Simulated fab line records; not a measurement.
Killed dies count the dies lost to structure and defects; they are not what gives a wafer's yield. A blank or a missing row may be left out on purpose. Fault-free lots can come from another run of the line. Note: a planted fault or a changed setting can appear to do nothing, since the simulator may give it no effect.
Comparing a struck lot with a sound one / flow sky130 / 15 steps out of a route of 708
Sound: these wafers, L396.1, L396.2, L396.4. Wafers L408.2, L408.5, L408.6 were the ones struck. The cause is named last.
At each step with rows: each side's tool, then ch and its chambers, then its first start. Under that, the readings that differ: sound wafers / struck wafers / difference of the means / sigmas: that difference in standard deviations of wafers without a fault.
alike: readings with means less than 2 such deviations apart, plus words and numbers identical on both sides. not compared: withheld readings, readings lacking a value on some wafer, bounds such as >300 that could conceal the same value, and numbers that have no deviation in the record and whose values overlap.
A row with sigmas, a row that says differs or no value, or rows on one side alone: a step with any of these is where the two part. Numbers that have no deviation but don't overlap get no sigmas and don't part them. Lack of a reading on every wafer of one side parts them only where that side has two or more wafers.

first, 3 steps without rows for these wafers: SKY_SONOS_TUNNEL_EXPOSE_04 (exposes mask TUNM, target cd 410 nm); SKY_SONOS_TUNNEL_PEB_05; SKY_SONOS_TUNNEL_DEVELOP_06 (develop time 60 s).
SKY_SONOS_TUNNEL_CD_MEAS_07 targets a cd of 410 nm.
  sound on cd sem-02, day 11 10:14; struck on cd sem-01, day 16 01:06
  alike: cd nm
SKY_SONOS_TUNNEL_OVL_MEAS_08:
  sound on overlay-02, day 11 10:21; struck on overlay-02, day 16 01:12
  alike: SONOS_TUNNEL_OVL
then, 3 steps without rows for these wafers: SKY_SONOS_TUNNEL_IMPLANT_09; SKY_SONOS_TUNNEL_WET_ETCH_10 (etches SiO2 in dHF, target depth 14 nm, time 280 s); SKY_SONOS_TUNNEL_STRIP_11 (strips in SPM, time 600 s).
SKY_SONOS_TUNNEL_TW_MEAS_12:
  sound on film metro-04, day 11 10:59; struck on film metro-01, day 16 01:39
  alike: SONOS_TUNNEL_TW
then, 2 steps without rows for these wafers: SKY_SONOS_TUNNEL_CLEAN_13 (cleans in dHF, time 20 s); SKY_SONOS_ONO_OXIDATION_00 (stabilise 600 s, purge 300 s, target thk 2.6 nm).
SKY_SONOS_ONO_THK_MEAS_01:
  sound on film metro-02, day 11 13:08; struck on film metro-02, day 16 05:14
  alike: SONOS_ONO_OXIDATION_THK
SKY_SONOS_ONO_CVD_02: deposits Si3N4 from DCS/NH3, target thk 10.5 nm, time 180 s.
  sound on lpcvd-02 ch 0, day 11 13:38; struck on lpcvd-02 ch 1, day 16 06:56
reading=zone power centre pct (%); sound=14.5 14.7 14.5; struck=10.4 10.3 10.5; difference=-4.2; sigmas=-2
reading=model.Si3N4_of_SONOS_ONO_CVD_02.thk nm (nm); sound=10.3 10.38 10.26; struck=4.254 4.356 4.242; difference=-6.029; sigmas=
SKY_SONOS_ONO_THK_MEAS_03:
  sound on film metro-01, day 11 14:41; struck on film metro-01, day 16 08:13
reading=SONOS_ONO_CVD_02_THK (nm); sound=10.26 10.36 10.27; struck=4.19 4.33 4.31; difference=-6.02; sigmas=-40
  not compared: hold
-- a jump in the record: the struck wafers' starts before and after are 33 days apart (it breaks off in module SONOS_ONO and resumes in module PAD_OPEN, where the first step shown is number 708 of the route) --
SKY_PAD_OPEN_PROBE_99:
  sound on prober-01, day 46 05:59; struck on prober-02, day 49 15:07
reading=model.etest.sonos erased.drive ua um; sound=187.2 180.4 204.6; struck=66.52 80.53 72.39; difference=-117.59; sigmas=
reading=model.etest.sonos uncharged.r on ohm um; sound=808 813.1 804.6; struck=716.2 731.9 722.5; difference=-85.0; sigmas=
reading=model.etest.cap ono.gate log10 a cm2; sound=-7.792 -7.792 -7.915; struck=-4.695 -4.538 -4.697; difference=+3.190; sigmas=
reading=model.etest.cap ono.gate bv v (V); sound=16.14 16.96 16.55; struck=13.77 13.67 13.35; difference=-2.95; sigmas=
reading=model.etest.cap ono.tox acc nm (nm); sound=12.72 12.79 12.85; struck=10.38 10.3 10.42; difference=-2.42; sigmas=
reading=model.etest.sonos erased.vt v (V); sound=-2.333 -2.296 -2.305; struck=-0.8126 -1.007 -0.8726; difference=+1.4139; sigmas=
reading=model.etest.sonos programmed.off log10 a um; sound=-13.93 -14.12 -14.06; struck=-12.64 -13.52 -13.05; difference=+0.97; sigmas=
reading=model.etest.sonos baked.vt v (V); sound=1.019 1.002 0.9604; struck=0.3138 0.2713 0.2549; difference=-0.7138; sigmas=
  alike: killed_at_M0_to_M3, killed_at_M4_up, killed at contacts, killed at front end, killed at other, killed dies, killed open, killed short

== WHERE THEY PART ==
First at SKY_SONOS_ONO_CVD_02; last, within this record, at SKY_SONOS_ONO_THK_MEAS_03. Later steps at which nothing parts them and some readings are alike: SKY_PAD_OPEN_PROBE_99.

WHY: the cause the simulator had injected
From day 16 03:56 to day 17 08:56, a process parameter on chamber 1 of lpcvd-02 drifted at SKY_SONOS_ONO_CVD_02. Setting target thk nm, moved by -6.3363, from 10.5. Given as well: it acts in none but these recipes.
